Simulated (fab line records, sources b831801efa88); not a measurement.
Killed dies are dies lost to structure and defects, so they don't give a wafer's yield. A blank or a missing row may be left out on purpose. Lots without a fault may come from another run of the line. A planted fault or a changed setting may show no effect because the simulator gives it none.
One fault seen from 2 desks | flow sky130 | each desk has only its own numbers; what lay behind them comes last

THE METROLOGY DESK
What the gauges read, lot by lot, whatever tool the lot ran on: means of the sampled wafers that have a number. A lot is out of limits, marked OUT, if its mean lies more than 4 standard deviations from the usual mean; the brackets give that distance.
Columns: A = RES_XHIGH_TW at SKY_RES_XHIGH_TW_MEAS_09, usual 1624; B = RES_XHIGH_RS at SKY_SD_N_RS_MEAS_18, usual 333.3 ohm/sq
lot  | first seen here | A              | B
L731 | day 26 01:35    | 1621           | 333.2
L732 | day 26 11:06    | 1641           | 333.4
L734 | day 27 08:38    | 1639           | 332.4
L735 | day 27 17:52    | 1631           | 335.1
L736 | day 28 00:14    | 1602           | 333.3
L737 | day 28 15:35    | 1638           | 332.4
L739 | day 29 09:36    | 1627           | 331.9
L740 | day 30 19:17    | 1629           | 333.6
L742 | day 31 01:12    | 1630           | 332.6
L744 | day 31 07:05    | 1635           | 334.5
L748 | day 32 14:25    | 1639           | 332.2
L749 | day 32 22:16    | 1329 (-21) OUT | 573.7 (+99 or more) OUT
L753 | day 33 23:07    | 1309 (-22) OUT | 568.8 (+99 or more) OUT
L754 | day 34 01:29    | 1604           | 335.3
This desk's finding: out of limits on L749, L753; first on L749, day 32 22:16 (RES_XHIGH_TW at SKY_RES_XHIGH_TW_MEAS_09). In limits: L731, L732, L734, L735, L736, L737, L739, L740, L742, L744, L748, L754.

THE TOOL OWNER'S DESK: implanter-03
The tool's own readings at SKY_RES_XHIGH_IMPLANT_07: means of the sampled wafers that have a number, for each lot that ran on this tool. A lot is out of limits, marked OUT, if its mean lies more than 4 standard deviations from the usual mean; the brackets give that distance.
Columns: A = beam_on_s at SKY_RES_XHIGH_IMPLANT_07, usual 39.2 s; B = dose_ions_cm2 at SKY_RES_XHIGH_IMPLANT_07, usual 3.599e+14; C = end_station_pressure_torr at SKY_RES_XHIGH_IMPLANT_07, usual 5.26e-06 Torr
lot  | first seen here | A               | B                           | C
L731 | day 26 01:23    | 41.1            | 3.596e+14                   | 5.10e-06
L734 | day 27 08:25    | 42.1            | 3.596e+14                   | 5.13e-06
L739 | day 29 09:23    | 41.1            | 3.598e+14                   | 5.42e-06
L742 | day 31 00:57    | 41.3            | 3.596e+14                   | 5.16e-06
L749 | day 32 22:01    | 21.2 (-9.5) OUT | 1.821e+14 (-99 or more) OUT | 5.22e-06
L753 | day 33 22:52    | 21.1 (-9.5) OUT | 1.829e+14 (-99 or more) OUT | 5.29e-06
This desk's finding: out of limits on L749, L753; first on L749, day 32 22:01 (beam_on_s at SKY_RES_XHIGH_IMPLANT_07). In limits: L731, L734, L739, L742.

PUT TOGETHER
The tool owner's desk could have raised an alarm at day 32 22:01, on L749, L753.
The metrology desk could have raised an alarm at day 32 22:16, on L749, L753.
Of the lots named, all ran SKY_RES_XHIGH_IMPLANT_07 on implanter-03.

WHAT THE SIMULATOR HAD PUT IN
Process parameter drift: implanter-03, from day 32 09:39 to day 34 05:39, at SKY_RES_XHIGH_IMPLANT_07. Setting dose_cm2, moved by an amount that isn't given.
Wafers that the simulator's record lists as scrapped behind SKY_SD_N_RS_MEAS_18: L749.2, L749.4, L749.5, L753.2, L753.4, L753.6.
Lots struck among those shown: L749, L753.
Hours from the fault's start to each desk's first reading out of limits: the tool owner's desk, 12; the metrology desk, 13.
